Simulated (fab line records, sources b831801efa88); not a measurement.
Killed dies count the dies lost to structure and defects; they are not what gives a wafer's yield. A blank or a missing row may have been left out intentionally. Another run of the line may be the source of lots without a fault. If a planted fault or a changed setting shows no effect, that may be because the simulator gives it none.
Which of the tools did it? | flow sky130 | 14 lots with 42 wafers sampled at 6 steps, on a route of 708 steps

== WHAT THE GAUGES READ, wafer by wafer ==
SKY_METAL2_RS_MEAS_05: uses a four-point probe to measure.
lot  | measured     | on           | METAL2_ALCU_RS (ohm/sq)
L818 | day 34 16:13 | filmMetro-03 | 0.1308 0.1262 0.1317
L819 | day 34 16:21 | filmMetro-01 | 0.1247 0.1239 0.1245
L820 | day 34 19:23 | filmMetro-01 | 0.1242 0.1248 0.1262
L821 | day 35 17:40 | filmMetro-03 | 0.1285 0.1301 0.1309
L824 | day 36 01:40 | filmMetro-03 | 0.1261 0.1277 0.1248
L823 | day 36 03:09 | filmMetro-03 | 0.1304 0.1243 0.1303
L825 | day 36 09:55 | filmMetro-04 | 0.1307 0.0646 0.0647
L827 | day 37 01:15 | filmMetro-04 | 0.1271 0.1282 0.1293
L828 | day 37 03:37 | filmMetro-04 | 0.0643 0.1252 0.1251
L835 | day 39 14:43 | filmMetro-04 | 0.1238 0.1232 0.1232
L836 | day 39 16:08 | filmMetro-01 | 0.1265 0.1259 0.1314
L837 | day 40 00:02 | filmMetro-01 | 0.1324 0.1276 0.1322
L839 | day 40 15:49 | filmMetro-03 | 0.1266 0.1261 0.1267
L840 | day 40 18:38 | filmMetro-01 | 0.1282 0.1269 0.1274

SKY_METAL2_THK_MEAS_06: measures by xrf.
lot  | measured     | on           | METAL2_ALCU_THK (nm)
L818 | day 34 16:19 | filmMetro-03 | 250 257 249
L819 | day 34 16:28 | filmMetro-01 | 260 262 261
L820 | day 34 19:29 | filmMetro-01 | 259 261 258
L821 | day 35 17:47 | filmMetro-03 | 257 251 251
L824 | day 36 01:47 | filmMetro-03 | 261 258 262
L823 | day 36 03:16 | filmMetro-03 | 251 266 253
L825 | day 36 10:02 | filmMetro-04 | 251 499 497
L827 | day 37 01:20 | filmMetro-04 | 258 257 253
L828 | day 37 03:43 | filmMetro-04 | 504 263 262
L835 | day 39 14:49 | filmMetro-04 | 264 265 267
L836 | day 39 16:15 | filmMetro-01 | 257 260 249
L837 | day 40 00:08 | filmMetro-01 | 248 253 247
L839 | day 40 15:56 | filmMetro-03 | 259 261 260
L840 | day 40 18:44 | filmMetro-01 | 255 258 255

SKY_METAL2_OVL_MEAS_16.
lot  | measured     | on         | METAL2_OVL (nm)
L818 | day 35 17:46 | overlay-02 | 2 0 -4
L819 | day 35 18:46 | overlay-01 | -2 13 5
L820 | day 35 20:16 | overlay-01 | 3 -2 -4
L821 | day 36 19:19 | overlay-01 | -3 4 3
L824 | day 37 03:54 | overlay-02 | 3 -5 6
L823 | day 37 05:10 | overlay-02 | -5 1 -2
L825 | day 37 11:45 | overlay-01 | -8 -8 -9
L827 | day 38 02:29 | overlay-02 | 7 -1 3
L828 | day 38 05:19 | overlay-02 | -4 -5 -1
L835 | day 40 15:06 | overlay-02 | 2 6 2
L836 | day 40 16:55 | overlay-01 | -3 2 -6
L837 | day 41 00:13 | overlay-02 | -12 -6 -9
L839 | day 41 15:54 | overlay-01 | -7 -8 -4
L840 | day 41 18:51 | overlay-02 | 10 5 -2

== WHAT TOOL EACH LOT RAN ON (gives the tool, then ch and the chambers of the sampled wafers, and finally the start) ==
lot  | SKY_METAL1_DESCUM_17             | SKY_VIA1_CMP_02               | SKY_METAL2_SPUTTER_02
L818 | rieMetal-01 ch 1, day 33 09:52   | cmp-02 ch 1,3, day 33 10:59   | pvdSputter-04, day 34 16:06
L819 | rieMetal-03 ch 0,1, day 33 10:30 | cmp-01 ch 0,1,3, day 33 11:27 | pvdSputter-01, day 34 16:16
L820 | rieMetal-01 ch 0,1, day 33 14:15 | cmp-01 ch 0,1,2, day 33 15:12 | pvdSputter-01, day 34 19:16
L821 | rieMetal-03 ch 0, day 34 12:57   | cmp-02 ch 0,2,3, day 34 14:19 | pvdSputter-02, day 35 17:33
L824 | rieMetal-04 ch 0,1, day 34 20:41 | cmp-02 ch 0,1,3, day 34 21:41 | pvdSputter-01, day 36 01:34
L823 | rieMetal-01 ch 0, day 34 22:20   | cmp-02 ch 0,2,3, day 34 23:20 | pvdSputter-04, day 36 03:02
L825 | rieMetal-03 ch 0, day 35 05:58   | cmp-02 ch 0,1,2, day 35 07:05 | pvdSputter-04, day 36 09:48
L827 | rieMetal-01 ch 0,1, day 35 20:12 | cmp-02 ch 0,3, day 35 21:11   | pvdSputter-02, day 37 01:06
L828 | rieMetal-04 ch 0,1, day 35 23:40 | cmp-02 ch 0,3, day 36 00:37   | pvdSputter-04, day 37 03:29
L835 | rieMetal-03 ch 0,1, day 38 11:00 | cmp-01 ch 1,2, day 38 12:02   | pvdSputter-04, day 39 14:36
L836 | rieMetal-04 ch 0,1, day 38 12:01 | cmp-02 ch 0,2,3, day 38 13:01 | pvdSputter-04, day 39 16:02
L837 | rieMetal-01 ch 0,1, day 38 20:37 | cmp-01 ch 0,2,3, day 38 21:33 | pvdSputter-04, day 39 23:54
L839 | rieMetal-01 ch 0,1, day 39 12:39 | cmp-02 ch 0,1, day 39 13:41   | pvdSputter-04, day 40 15:44
L840 | rieMetal-01 ch 0,1, day 39 15:05 | cmp-01 ch 1,2, day 39 16:04   | pvdSputter-01, day 40 18:31
- SKY_METAL1_DESCUM_17: chemistry O2, time 8 s.
- SKY_VIA1_CMP_02: polishes SiO2.
- SKY_METAL2_SPUTTER_02: material AlCu, target thk 250 nm, time 13.3 s.

== AS READ BY THE TOOLS THEMSELVES (means over the sampled wafers that have a number; for cases with no such wafer, the mark the record gives instead) ==
SKY_METAL1_DESCUM_17.
lot  | tool        | drypumpMotorCurrentA (A) | oesProductAu (a.u.)
L818 | rieMetal-01 | 5.92                     | 1.007
L819 | rieMetal-03 | 5.76                     | 1.005
L820 | rieMetal-01 | 5.86                     | 0.999
L821 | rieMetal-03 | 5.64                     | 1.008
L824 | rieMetal-04 | 5.64                     | 0.989
L823 | rieMetal-01 | 5.71                     | 0.981
L825 | rieMetal-03 | 5.68                     | 1.001
L827 | rieMetal-01 | 5.85                     | 0.992
L828 | rieMetal-04 | 5.60                     | 0.995
L835 | rieMetal-03 | 5.83                     | 1.015
L836 | rieMetal-04 | 5.65                     | 1.000
L837 | rieMetal-01 | 5.84                     | 1.002
L839 | rieMetal-01 | 5.77                     | 0.985
L840 | rieMetal-01 | 5.86                     | 0.997

SKY_VIA1_CMP_02.
lot  | tool   | motorCurrentA (A) | platenRpm (rpm)
L818 | cmp-02 | 10.7              | 60.00
L819 | cmp-01 | 12.5              | 59.95
L820 | cmp-01 | 12.4              | 60.00
L821 | cmp-02 | 11.6              | 60.02
L824 | cmp-02 | 11.3              | 60.00
L823 | cmp-02 | 11.7              | 60.00
L825 | cmp-02 | 12.1              | 60.03
L827 | cmp-02 | 12.1              | 60.00
L828 | cmp-02 | 12.1              | 60.03
L835 | cmp-01 | 11.0              | 60.00
L836 | cmp-02 | 11.2              | 60.00
L837 | cmp-01 | 13.4              | 59.99
L839 | cmp-02 | 11.8              | 59.97
L840 | cmp-01 | 11.4              | 59.97

SKY_METAL2_SPUTTER_02.
lot  | tool          | cathodeDcPowerW (W) | chamberPressurePa (Pa) | throttleValvePct (%)
L818 | pvdSputter-04 | 10600               | 0.4008                 | 30.5
L819 | pvdSputter-01 | 10598               | 0.4001                 | 30.6
L820 | pvdSputter-01 | 10599               | 0.3996                 | 30.4
L821 | pvdSputter-02 | 10601               | 0.4003                 | 30.1
L824 | pvdSputter-01 | 10599               | 0.4007                 | 30.5
L823 | pvdSputter-04 | 10601               | 0.3989                 | 29.3
L825 | pvdSputter-04 | 10600               | 0.3999                 | 30.8
L827 | pvdSputter-02 | 10600               | 0.4006                 | 29.8
L828 | pvdSputter-04 | 10602               | 0.4009                 | 30.0
L835 | pvdSputter-04 | 10601               | 0.4002                 | 31.1
L836 | pvdSputter-04 | 10600               | 0.4001                 | 29.8
L837 | pvdSputter-04 | 10600               | 0.4001                 | 30.4
L839 | pvdSputter-04 | 10600               | 0.4013                 | 30.8
L840 | pvdSputter-01 | 10601               | 0.4006                 | 30.9

== THE ANSWER, worked out from the rows above alone ==
Rule: usual is defined by the lots themselves. The widest of any qualifying gaps counts: lots, ordered by their means at a reading, are off when they make up no more than a third of the lots, leave a main group of 4 or more, and stand apart from it by 3 or more times the standard deviation of that group's means. A main group is skipped when, at the precision printed for the reading in the tables above, its means are all equal. Also off: a lot with no number at a reading for which 4 or more lots have one. The other lots that the step has rows for count as sound. First the gauges in route order, then the tools' own readings, where a lot's mean is used as printed above. The first step at which some lot is off is used, and at that step the reading that is off furthest; a lot without a number counts as furthest.
Off: L825, L828, seen at SKY_METAL2_RS_MEAS_05 (METAL2_ALCU_RS). The main group: mean 0.1273 ohm/sq, standard deviation 0.0022.
If a tool, at a process step before that reading, ran all the lots that are off and no sound lot after the first of them, it fits. The gauges at SKY_METAL2_RS_MEAS_05 are tried like those tools. No candidate that was tried fits.

== WHAT WAS PUT IN BY THE SIMULATOR ==
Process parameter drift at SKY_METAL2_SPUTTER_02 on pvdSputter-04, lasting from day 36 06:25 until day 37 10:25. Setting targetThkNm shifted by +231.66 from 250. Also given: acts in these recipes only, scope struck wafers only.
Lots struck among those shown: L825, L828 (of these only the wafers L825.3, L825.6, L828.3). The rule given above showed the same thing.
